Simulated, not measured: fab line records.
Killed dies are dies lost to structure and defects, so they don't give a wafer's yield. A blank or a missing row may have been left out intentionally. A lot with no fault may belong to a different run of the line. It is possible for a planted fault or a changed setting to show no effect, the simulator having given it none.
Problem report, 8D (eight disciplines) form, completed by code / flow gf180mcu / the parts of the form that need people (team, actions taken, sign-off) are left out

== 1. THE ISSUE ==
Wafers free of any fault read 0.325 ohm/sq (standard deviation 0.0035) for V2_W_RS at GF_V2_RS_MEAS_24, against a mean of 0.421 ohm/sq on 6 wafers of 2 lots. Measured from the usual mean, that is +28 standard deviations.
The step: measures by four-point-probe.
Earliest sighting: wafer L715.2 on film metro-01 at day 24 10:13. Wafers with a number at this step in the record: 33, from 11 lots. The rule behind "out" and "out of limits": a value lying over 4 standard deviations away from the usual mean. The other wafers with a number count as sound.

== 2. WHAT IT IS; WHAT IT IS NOT ==
question=which readings at this step | is=V2_W_RS | is not=-
question=which lots | is=L715, L716 | is not=L705, L706, L708, L710, L713, L723, L724, L726, L727
question=which wafers of those lots | is=all that have a number | is not=-
question=read on which gauges | is=film metro-01, film metro-03 | is not=film metro-04
question=when | is=from day 24 10:13 | is not=up to then (15 sound wafers); but 12 sound wafers of L723, L724, L726, L727 came after

== 3. THE SUSPECTS, EACH WITH WHAT RULES IT OUT ==
Counting: a tool at any process step up to the reading remains a suspect when it ran all the lots that are out and ran no sound lot after the first of those.
- the gauge at GF_V2_RS_MEAS_24 is ruled out. The wafers that are out were read on 2 gauges (film metro-01, film metro-03).
- cmp-01 at GF_V2_CMP_04 (polishes SiO2): ruled out as a lasting fault. Following L715 (day 23 10:51), the first lot on it that is out, the sound lots L723, L724 were run on it.
- cvd w-02 at GF_V2_CVD_23 (deposits W, target thk 350 nm, time 104.94 s): ruled out as a lasting fault. Following L715 (day 24 10:04), the first lot on it that is out, the sound lots L726 were run on it.
Left after counting: nothing in the record.

== 4. THE CAUSE (what the simulator had put in) ==
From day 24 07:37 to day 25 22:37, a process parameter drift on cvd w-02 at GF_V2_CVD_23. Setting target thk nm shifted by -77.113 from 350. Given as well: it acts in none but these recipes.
It was ruled out by counting, in error; the rule expects a fault to strike all lots run on its tool from its start on, and this fault did not.

== 5. THE CHAIN OF EFFECTS, in route order ==
Each row: a reading whose mean over the struck wafers that have a number lies more than 3 standard deviations from the usual. Only readings for which the record gives a usual standard deviation are gone through. hours: the time from each lot's start at the first step in this table that gives one to its start at this step, as a median over the lots. sigmas: the change in usual standard deviations.
hours=0; step=GF_V2_RS_MEAS_24; reading=V2_W_RS; usual=0.325 ohm/sq; on struck wafers=0.421; change=+0.096; sigmas=+28
hours=0; step=GF_V2_THK_MEAS_25; reading=V2_W_THK; usual=353 nm; on struck wafers=272; change=-81; sigmas=-14
hours=0; step=GF_V2_CMP_26; reading=time to endpoint s; usual=84 s; on struck wafers=64; change=-20; sigmas=-6.2
Process steps it contains:
- GF_V2_CMP_26: polishes, stops on SiO2, t overpolish 15 s, target thk 0 nm.

== 6. HOW IT WOULD HAVE BEEN CAUGHT EARLIER ==
3 hours passed between the start of the fault at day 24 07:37 and the first reading out of limits at a measuring or inspecting step in this record, taken at day 24 10:13.
No tool reading at GF_V2_CVD_23 that has a usual standard deviation in the record was out on any struck wafer, so an alarm limit of 4 standard deviations on those readings would not have fired.
